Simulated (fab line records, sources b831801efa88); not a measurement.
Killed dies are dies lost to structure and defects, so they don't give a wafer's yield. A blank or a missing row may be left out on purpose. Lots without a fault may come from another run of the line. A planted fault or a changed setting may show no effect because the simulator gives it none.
A struck lot beside a sound one | flow sky130 | 16 steps out of a route of 708
Sound: wafers L406.3, L406.5, L406.6. Struck: wafers L420.1, L420.5, L420.6. The cause comes at the end.
At each step with rows: each side's tool, then ch and its chambers, then its first start. Under that, the readings that differ: sound wafers | struck wafers | difference of the means | sigmas: that difference in standard deviations of wafers without a fault.
alike: readings whose means differ by less than 2 such deviations, and words and numbers that are the same on both sides. not compared: withheld readings, readings that some wafer has no value for, bounds like >300 that may hide the same value, and numbers for which the record gives no deviation and whose values overlap.
The two part at a step that has a row with sigmas, a row that says differs or no value, or rows on one side only. Numbers that don't overlap but have no deviation are shown without sigmas and don't part them. A reading that every wafer of one side lacks parts them only if that side has two wafers or more.

first, 3 steps without rows for these wafers: SKY_METAL1_EXPOSE_12 (exposes mask MM1, target cd 140 nm); SKY_METAL1_PEB_13; SKY_METAL1_DEVELOP_14 (develop time 60 s).
SKY_METAL1_CD_MEAS_15: target cd 140 nm.
  sound on cd_sem-02, day 33 05:46; struck on cd_sem-02, day 37 17:02
  alike: cd_nm
SKY_METAL1_OVL_MEAS_16:
  sound on overlay-01, day 33 05:52; struck on overlay-01, day 37 17:09
  alike: METAL1_OVL
SKY_METAL1_DESCUM_17: chemistry O2, time 8 s.
  sound on rie_metal-04 ch 0,1, day 33 05:54; struck on rie_metal-01 ch 0,1, day 37 17:11
  reading               | sound             | struck            | difference | sigmas
  oes_product_au (a.u.) | 0.990 1.007 0.996 | 1.022 1.021 1.010 | +0.020     | +2
  alike: chamber_pressure_mTorr, drypump_motor_current_A
  not compared: rf_hours_counter_h
SKY_METAL1_ETCH_18: etches BARC in N2/H2, stops on SiO2, time 45.9 s, target depth 60 nm.
  sound on rie_metal-04 ch 0,1, day 33 05:56; struck on rie_metal-01 ch 0,1, day 37 17:13
  alike: chamber_pressure_mTorr, drypump_motor_current_A, n2_flow_sccm, oes_product_au, throttle_valve_pct
  not compared: rf_hours_counter_h
SKY_METAL1_METAL_ETCH_19: etches the open film in Cl2/BCl3, stops on SiO2, target depth 360 nm, time 78 s.
  sound on rie_metal-04 ch 0,1, day 33 06:01; struck on rie_metal-01 ch 0,1, day 37 17:17
  alike: chamber_pressure_mTorr, drypump_motor_current_A, oes_product_au, throttle_valve_pct
  not compared: rf_hours_counter_h
SKY_METAL1_STRIP_20: strips in O2/N2.
  sound on plasma_asher-03 ch 0,1, day 33 06:06; struck on plasma_asher-02 ch 0,1, day 37 17:22
  alike: chamber_pressure_mTorr, drypump_motor_current_A, n2_flow_sccm, oes_product_au, strip_time_to_endpoint_s
  not compared: rf_hours_counter_h
then, 3 steps without rows for these wafers: SKY_METAL1_STRIP_21 (strips in post etch residue remover, time 1200 s); SKY_METAL1_CLEAN_22 (cleans in IPA, time 180 s); SKY_METAL1_CLEAN_23 (cleans in O3/DIW).
SKY_VIA1_HDPCVD_00: deposits SiO2, target thk 1030 nm, time 171.7 s.
  sound on hdpcvd-02 ch 0,1,2, day 33 06:41; struck on hdpcvd-02 ch 1,2, day 37 18:00
  reading                                  | sound             | struck            | difference | sigmas
  run_length_s (s)                         | 199.0 199.2 199.0 | 246.3 246.1 246.2 | +47.1      | +99 or more
  model.SiO2_of_VIA1_HDPCVD_00.thk_nm (nm) | 1051 1043 1031    | 1302 1337 1320    | +278       |
  alike: susceptor_temp_C
SKY_VIA1_THK_MEAS_01:
  sound on film_metro-01, day 33 06:49; struck on film_metro-01, day 37 18:07
  reading              | sound          | struck         | difference | sigmas
  VIA1_HDPCVD_THK (nm) | 1051 1043 1031 | 1302 1338 1319 | +278       | +23
SKY_VIA1_CMP_02: polishes SiO2.
  sound on cmp-01 ch 1,2, day 33 06:52; struck on cmp-01 ch 1,2, day 37 18:10
  alike: motor_current_A, slurry_flow_ml_min
-- the record jumps here: 12 days lie between the struck wafers' starts before and after (it left off in module VIA1 and takes up again in module PAD_OPEN, whose first step shown is number 708 of the route) --
SKY_PAD_OPEN_PROBE_99:
  sound on prober-02, day 46 03:57; struck on prober-02, day 49 11:09
  reading             | sound    | struck   | difference | sigmas
  killed_at_front_end | 14 10 13 | 15 24 29 | +10        | +3
  alike: defect_limited_yield, killed_at_M0_to_M3, killed_at_M4_up, killed_at_contacts, killed_at_other, killed_dies, killed_open, killed_short, sort_bin_3_pad_short, sort_bin_5_function, sort_bin_6_memory, sort_n_pass, sort_yield_pct

WHERE THEY PART
First at SKY_METAL1_DESCUM_17; last, within this record, at SKY_PAD_OPEN_PROBE_99.

WHY: what the simulator had put in
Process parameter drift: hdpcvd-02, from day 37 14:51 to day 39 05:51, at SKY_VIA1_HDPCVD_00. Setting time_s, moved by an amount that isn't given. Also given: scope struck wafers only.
